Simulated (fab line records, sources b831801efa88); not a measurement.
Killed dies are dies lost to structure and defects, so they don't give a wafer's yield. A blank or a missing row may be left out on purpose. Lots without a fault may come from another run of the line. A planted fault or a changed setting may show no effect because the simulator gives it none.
Which tool did it? | flow sfq_line | 14 lots, 42 wafers sampled, at 5 steps of a route of 325

WHAT THE GAUGES READ, wafer by wafer
SFQ_M2_OVL_MEAS_916.
lot  | measured     | on         | M2_OVL (nm)
L160 | day 33 20:21 | overlay-01 | 0 1 1
L161 | day 34 07:08 | overlay-02 | -12 -10 -9
L162 | day 34 15:33 | overlay-01 | 2 -4 1
L163 | day 34 21:32 | overlay-02 | 1 -3 -7
L164 | day 35 19:16 | overlay-02 | 0 -4 3
L165 | day 36 01:16 | overlay-01 | 0 6 -3
L174 | day 39 04:26 | overlay-02 | 1 3 6
L175 | day 40 10:28 | overlay-01 | -3 9 1
L176 | day 40 13:54 | overlay-02 | -3 3 -1
L179 | day 43 15:53 | overlay-02 | -1 1 -2
L180 | day 44 05:05 | overlay-01 | -12 -8 -3
L181 | day 44 15:53 | overlay-01 | -9 -16 -18
L182 | day 44 18:17 | overlay-01 | 1 6 11
L183 | day 45 03:53 | overlay-02 | -10 -2 -6

SFQ_I2_OVL_MEAS_918.
lot  | measured     | on         | I2_OVL (nm)
L160 | day 40 12:42 | overlay-01 | -7 -5 -8
L161 | day 40 22:17 | overlay-01 | 2 6 -4
L162 | day 41 05:30 | overlay-01 | 1 -7 -3
L163 | day 41 10:17 | overlay-01 | 1 -3 1
L164 | day 42 05:30 | overlay-01 | -9 -17 -15
L165 | day 42 11:29 | overlay-02 | 3 2 0
L174 | day 45 23:05 | overlay-01 | 1 3 1
L175 | day 47 02:49 | overlay-02 | -3 -6 -2
L176 | day 47 05:13 | overlay-01 | 11 8 6
L179 | day 50 04:17 | overlay-02 | -5 -7 -4
L180 | day 50 18:54 | overlay-01 | 1 -11 -2
L181 | day 51 04:30 | overlay-02 | 0 -8 -4
L182 | day 51 06:55 | overlay-02 | 2 3 7
L183 | day 51 15:19 | overlay-01 | 2 -10 -3

SFQ_I3_OVL_MEAS_923.
lot  | measured     | on         | I3_OVL (nm)
L160 | day 46 20:08 | overlay-02 | 6 5 1
L161 | day 47 07:02 | overlay-02 | 2 4 5
L162 | day 47 16:28 | overlay-02 | -9 -3 -9
L163 | day 47 22:29 | overlay-02 | 8 11 7
L164 | day 49 12:17 | overlay-01 | 4 2 -3
L165 | day 49 13:29 | overlay-01 | 1 4 -3
L174 | day 52 14:56 | overlay-02 | -1 4 -5
L175 | day 53 13:05 | overlay-02 | -4 -9 -6
L176 | day 53 16:43 | overlay-02 | 1 -2 -2
L179 | day 56 17:40 | overlay-01 | -2 -6 -6
L180 | day 57 13:31 | overlay-01 | 6 2 2
L181 | day 62 20:54 | overlay-02 | 14 13 4
L182 | day 62 22:06 | overlay-02 | 0 1 -6
L183 | day 63 01:42 | overlay-01 | 1 -1 3

SFQ_M4_RS_MEAS_924: measures by four-point-probe.
lot  | measured     | on            | M4_NB_RS (ohm/sq)
L160 | day 46 21:16 | film_metro-04 | 0.890 0.892 0.901
L161 | day 47 08:07 | film_metro-04 | 0.882 0.889 0.880
L162 | day 47 17:36 | film_metro-03 | 0.889 0.892 0.890
L163 | day 47 23:35 | film_metro-04 | 0.910 0.914 0.918
L164 | day 49 13:25 | film_metro-03 | 0.893 0.896 0.897
L165 | day 49 14:34 | film_metro-01 | 0.893 0.891 0.897
L174 | day 52 16:01 | film_metro-04 | 0.901 0.899 1.137 0.900 0.899 1.139
L175 | day 53 14:21 | film_metro-03 | 0.898 1.128 0.893 0.898 1.126 0.896
L176 | day 53 17:49 | film_metro-03 | 0.889 0.885 0.883
L179 | day 56 18:45 | film_metro-04 | 0.912 0.912 0.912
L180 | day 57 14:37 | film_metro-04 | 0.891 0.893 0.897
L181 | day 62 21:59 | film_metro-04 | 0.898 0.904 0.894
L182 | day 62 23:12 | film_metro-03 | 0.888 0.885 0.886
L183 | day 63 02:48 | film_metro-04 | 0.889 0.890 0.890

WHICH TOOL RAN EACH LOT (tool, then ch and the chambers of the sampled wafers, then the start)
lot  | SFQ_TRILAYER_M4_DEP_SPUTTER_091
L160 | pvd_sputter-06, day 46 21:07
L161 | pvd_sputter-05, day 47 08:02
L162 | pvd_sputter-06, day 47 17:27
L163 | pvd_sputter-06, day 47 23:29
L164 | pvd_sputter-06, day 49 13:17
L165 | pvd_sputter-04, day 49 14:28
L174 | pvd_sputter-04, day 52 15:55
L175 | pvd_sputter-04, day 53 14:16
L176 | pvd_sputter-05, day 53 17:41
L179 | pvd_sputter-06, day 56 18:40
L180 | pvd_sputter-05, day 57 14:31
L181 | pvd_sputter-04, day 62 21:53
L182 | pvd_sputter-06, day 62 23:05
L183 | pvd_sputter-04, day 63 02:41
- SFQ_TRILAYER_M4_DEP_SPUTTER_091: material Nb, target thk 200 nm, time 133.3 s.

WHAT THE TOOLS THEMSELVES READ (means of the sampled wafers that have a number; where no wafer has one, the mark that the record gives instead)
SFQ_TRILAYER_M4_DEP_SPUTTER_091.
lot  | tool           | cathode_dc_power_W (W) | throttle_valve_pct (%)
L160 | pvd_sputter-06 | 1999.9                 | 30.0
L161 | pvd_sputter-05 | 2000.2                 | 29.4
L162 | pvd_sputter-06 | 1999.9                 | 29.9
L163 | pvd_sputter-06 | 1999.9                 | 29.8
L164 | pvd_sputter-06 | 2000.2                 | 29.9
L165 | pvd_sputter-04 | 1999.9                 | 30.7
L174 | pvd_sputter-04 | 2000.1                 | 31.6
L175 | pvd_sputter-04 | 1999.8                 | 30.7
L176 | pvd_sputter-05 | 2000.1                 | 30.1
L179 | pvd_sputter-06 | 1999.7                 | 30.3
L180 | pvd_sputter-05 | 2000.3                 | 29.6
L181 | pvd_sputter-04 | 1999.8                 | 30.0
L182 | pvd_sputter-06 | 2000.3                 | 30.3
L183 | pvd_sputter-04 | 2000.4                 | 30.8

THE ANSWER, worked out from the rows above alone
Rule: what is usual is taken from the lots themselves. Put in order of their means at a reading, lots are off if they are a third of the lots or fewer, leave a main group of 4 or more, and stand apart from it by a gap of 3 or more times the standard deviation of the main group's means; of several such gaps the widest counts. A main group whose means are all the same, to the digits that the tables above print for the reading, isn't used. A lot without any number at a reading at which 4 lots or more have one is off too. The other lots that the step has rows for count as sound. The gauges are gone through in route order, then the tools' own readings, and for those a lot's mean is taken as printed above. The first step at which some lot is off is used, and at that step the reading that is off furthest; a lot without a number counts as furthest.
Off: L174, L175, at SFQ_M4_RS_MEAS_924 (M4_NB_RS). The main group: mean 0.895 ohm/sq, standard deviation 0.0092.
A tool fits if, at a process step before that reading, it ran every lot that is off, and no sound lot after the first of them. The gauges at SFQ_M4_RS_MEAS_924 are tried like those tools. None of those tried fits.

WHAT THE SIMULATOR HAD PUT IN
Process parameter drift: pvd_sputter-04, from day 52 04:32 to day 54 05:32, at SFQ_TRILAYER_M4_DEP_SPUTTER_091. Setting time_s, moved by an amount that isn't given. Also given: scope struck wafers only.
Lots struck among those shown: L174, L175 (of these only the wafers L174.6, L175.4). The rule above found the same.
